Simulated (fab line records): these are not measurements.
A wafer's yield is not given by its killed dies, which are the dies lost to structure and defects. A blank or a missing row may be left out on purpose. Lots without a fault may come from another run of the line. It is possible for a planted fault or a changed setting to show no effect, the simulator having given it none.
Which tool is to blame? :: flow gf180mcu :: Sampling: 14 lots, 42 wafers, 4 of 602 route steps

WHAT EACH GAUGE READ, for each wafer
GF_POLY_GATE_CD_MEAS_10: target cd 280 nm.
lot: L598
measured: day 9 14:02
on: cd-sem-02
cd-nm (nm): 279.1 280.2 279.0

lot: L600
measured: day 10 15:28
on: cd-sem-02
cd-nm (nm): 279.6 280.1 279.9

lot: L601
measured: day 10 22:02
on: cd-sem-02
cd-nm (nm): 281.3 280.8 281.2

lot: L602
measured: day 11 08:42
on: cd-sem-02
cd-nm (nm): 281.0 281.1 280.8

lot: L603
measured: day 11 15:41
on: cd-sem-01
cd-nm (nm): 279.9 280.8 281.4

lot: L606
measured: day 12 11:47
on: cd-sem-02
cd-nm (nm): 280.3 278.4 279.7

lot: L609
measured: day 13 01:09
on: cd-sem-02
cd-nm (nm): 282.0 281.0 281.4

lot: L613
measured: day 14 05:29
on: cd-sem-02
cd-nm (nm): 278.5 280.4 279.7

lot: L615
measured: day 15 01:19
on: cd-sem-02
cd-nm (nm): 281.2 281.9 281.7

lot: L616
measured: day 15 07:44
on: cd-sem-02
cd-nm (nm): 279.8 280.5 281.7

lot: L617
measured: day 15 09:06
on: cd-sem-01
cd-nm (nm): 281.3 281.5 279.8

lot: L618
measured: day 15 15:40
on: cd-sem-02
cd-nm (nm): 280.4 282.0 281.2

lot: L620
measured: day 16 08:22
on: cd-sem-02
cd-nm (nm): 279.7 278.9 279.8

lot: L619
measured: day 16 08:38
on: cd-sem-02
cd-nm (nm): 280.0 279.8 281.7

GF_HV_LDD_CD_MEAS_19: target cd 400 nm.
lot: L598
measured: day 11 04:07
on: cd-sem-02
cd-nm (nm): 400.0 399.5 399.3

lot: L600
measured: day 12 08:00
on: cd-sem-01
cd-nm (nm): 399.7 399.6 400.9

lot: L601
measured: day 12 13:52
on: cd-sem-02
cd-nm (nm): 399.3 400.1 400.6

lot: L602
measured: day 13 02:54
on: cd-sem-01
cd-nm (nm): 399.4 398.7 400.4

lot: L603
measured: day 13 09:29
on: cd-sem-01
cd-nm (nm): 403.4 400.4 403.4

lot: L606
measured: day 14 06:55
on: cd-sem-01
cd-nm (nm): 364.6 364.7 366.0

lot: L609
measured: day 14 19:47
on: cd-sem-02
cd-nm (nm): 365.4 365.6 364.9

lot: L613
measured: day 16 03:54
on: cd-sem-02
cd-nm (nm): 397.3 398.9 399.3

lot: L615
measured: day 16 23:31
on: cd-sem-02
cd-nm (nm): 398.1 398.3 399.9

lot: L616
measured: day 17 06:33
on: cd-sem-02
cd-nm (nm): 400.4 400.5 402.6

lot: L617
measured: day 17 09:13
on: cd-sem-02
cd-nm (nm): 408.3 408.1 405.4

lot: L618
measured: day 17 15:35
on: cd-sem-01
cd-nm (nm): 400.5 402.4 402.6

lot: L620
measured: day 18 09:00
on: cd-sem-02
cd-nm (nm): 402.0 399.6 401.0

lot: L619
measured: day 18 10:07
on: cd-sem-02
cd-nm (nm): 403.5 399.7 403.3

GF_HV_LDD_OVL_MEAS_32.
lot: L598
measured: day 11 23:41
on: overlay-02
HV_LDD_02_OVL (nm): -1.6 0.9 -0.5

lot: L600
measured: day 13 04:18
on: overlay-02
HV_LDD_02_OVL (nm): -1.9 -2.4 -1.5

lot: L601
measured: day 13 11:18
on: overlay-02
HV_LDD_02_OVL (nm): -1.2 2.1 1.8

lot: L602
measured: day 13 23:12
on: overlay-01
HV_LDD_02_OVL (nm): -0.1 -1.0 -0.7

lot: L603
measured: day 14 06:46
on: overlay-01
HV_LDD_02_OVL (nm): -1.0 0.8 0.5

lot: L606
measured: day 15 04:54
on: overlay-02
HV_LDD_02_OVL (nm): 0.8 1.3 2.4

lot: L609
measured: day 15 17:42
on: overlay-01
HV_LDD_02_OVL (nm): 2.1 0.5 2.6

lot: L613
measured: day 17 02:41
on: overlay-02
HV_LDD_02_OVL (nm): -0.5 -1.1 0.9

lot: L615
measured: day 17 22:58
on: overlay-01
HV_LDD_02_OVL (nm): 2.5 0.1 3.0

lot: L616
measured: day 18 06:47
on: overlay-01
HV_LDD_02_OVL (nm): 0.1 -0.9 -0.1

lot: L617
measured: day 18 09:16
on: overlay-02
HV_LDD_02_OVL (nm): -0.4 -0.5 0.4

lot: L618
measured: day 18 16:02
on: overlay-01
HV_LDD_02_OVL (nm): 0.8 2.3 2.0

lot: L620
measured: day 19 09:55
on: overlay-02
HV_LDD_02_OVL (nm): -2.4 -1.7 -1.5

lot: L619
measured: day 19 11:14
on: overlay-02
HV_LDD_02_OVL (nm): 0.7 1.2 -0.8

WHAT TOOL EACH LOT RAN ON (gives the tool, then ch and the chambers of the sampled wafers, and finally the start)
lot: L598
GF_HV_LDD_DEVELOP_18: litho-track-03 ch 0, day 11 03:58

lot: L600
GF_HV_LDD_DEVELOP_18: litho-track-01 ch 0, day 12 07:51

lot: L601
GF_HV_LDD_DEVELOP_18: litho-track-03 ch 0, day 12 13:43

lot: L602
GF_HV_LDD_DEVELOP_18: litho-track-01 ch 0, day 13 02:45

lot: L603
GF_HV_LDD_DEVELOP_18: litho-track-01 ch 0, day 13 09:20

lot: L606
GF_HV_LDD_DEVELOP_18: litho-track-03 ch 0, day 14 06:46

lot: L609
GF_HV_LDD_DEVELOP_18: litho-track-03 ch 0, day 14 19:38

lot: L613
GF_HV_LDD_DEVELOP_18: litho-track-02 ch 0, day 16 03:45

lot: L615
GF_HV_LDD_DEVELOP_18: litho-track-02 ch 0, day 16 23:22

lot: L616
GF_HV_LDD_DEVELOP_18: litho-track-03 ch 0, day 17 06:25

lot: L617
GF_HV_LDD_DEVELOP_18: litho-track-03 ch 0, day 17 08:59

lot: L618
GF_HV_LDD_DEVELOP_18: litho-track-02 ch 0, day 17 15:27

lot: L620
GF_HV_LDD_DEVELOP_18: litho-track-03 ch 0, day 18 08:52

lot: L619
GF_HV_LDD_DEVELOP_18: litho-track-01 ch 0, day 18 09:58
- GF_HV_LDD_DEVELOP_18: develop time 60 s.

AS READ BY THE TOOLS THEMSELVES (means over the sampled wafers that have a number; for cases with no such wafer, the mark the record gives instead)
The record holds no such reading with a usual standard deviation.

THE ANSWER, worked out from the rows above alone
Rule: the lots themselves supply what counts as usual. Put in order of their means at a reading, lots are off if they are a third of the lots or fewer, leave a main group of 4 or more, and stand apart from it by a gap of 3 or more times the standard deviation of the main group's means; of several such gaps the widest counts. Not used: any main group whose means are identical at the precision the tables above print for the reading. A lot without any number at a reading at which 4 lots or more have one is off too. The other lots that the step has rows for count as sound. Order of review: gauges by route order, followed by the tools' own readings, for which a lot's mean as printed above is used. The first step at which some lot is off is used, and at that step the reading that is off furthest; a lot without a number counts as furthest.
Off, at GF_HV_LDD_CD_MEAS_19 on cd-nm: L606, L609. Main group: mean 401.0 nm, sd 2.2.
A tool fits if, at a process step before that reading, it ran every lot that is off, and no sound lot after the first of them. Those tools and the gauges at GF_HV_LDD_CD_MEAS_19 are tried in the same way. None of those tried fits.

WHAT HAD BEEN PUT IN BY THE SIMULATOR
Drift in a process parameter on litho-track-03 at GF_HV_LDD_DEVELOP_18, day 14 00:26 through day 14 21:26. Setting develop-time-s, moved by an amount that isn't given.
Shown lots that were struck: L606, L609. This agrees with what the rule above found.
